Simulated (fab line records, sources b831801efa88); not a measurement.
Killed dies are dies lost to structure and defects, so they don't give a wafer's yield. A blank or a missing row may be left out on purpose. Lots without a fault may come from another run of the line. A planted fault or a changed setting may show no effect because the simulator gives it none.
Which tool did it? | flow gf180mcu | 6 lots, 18 wafers sampled, at 2 steps of a route of 602

WHAT THE GAUGES READ, wafer by wafer
GF_POLY_GATE_CD_MEAS_10: target cd 280 nm.
lot  | measured     | on        | cd_nm (nm)
L271 | day 9 21:55  | cd_sem-01 | 281.2 280.1 280.7
L274 | day 10 17:04 | cd_sem-01 | 278.9 278.4 279.1
L276 | day 11 10:37 | cd_sem-02 | 278.4 279.3 279.6
L278 | day 11 22:05 | cd_sem-02 | 283.1 282.0 283.1
L284 | day 13 12:52 | cd_sem-01 | 281.1 281.4 281.2
L291 | day 15 22:13 | cd_sem-01 | 281.2 281.2 280.4

WHICH TOOL RAN EACH LOT (tool, then ch and the chambers of the sampled wafers, then the start)
lot  | GF_POLY_GATE_PEB_08
L271 | litho_track-04 ch 0, day 9 21:34
L274 | litho_track-04 ch 0, day 10 16:43
L276 | litho_track-02 ch 0, day 11 10:17
L278 | litho_track-04 ch 0, day 11 21:44
L284 | litho_track-01 ch 0, day 13 12:31
L291 | litho_track-01 ch 0, day 15 21:41
- GF_POLY_GATE_PEB_08: peb time 90 s.

THE ANSWER, worked out from the rows above alone
Rule: what is usual is taken from the lots themselves. Put in order of their means at a reading, lots are off if they are a third of the lots or fewer, leave a main group of 4 or more, and stand apart from it by a gap of 3 or more times the standard deviation of the main group's means; of several such gaps the widest counts. A main group whose means are all the same, to the digits that the tables above print for the reading, isn't used. A lot without any number at a reading at which 4 lots or more have one is off too. The other lots that the step has rows for count as sound.
No lot is off at any reading shown: from this, nothing can be told.

WHAT THE SIMULATOR HAD PUT IN
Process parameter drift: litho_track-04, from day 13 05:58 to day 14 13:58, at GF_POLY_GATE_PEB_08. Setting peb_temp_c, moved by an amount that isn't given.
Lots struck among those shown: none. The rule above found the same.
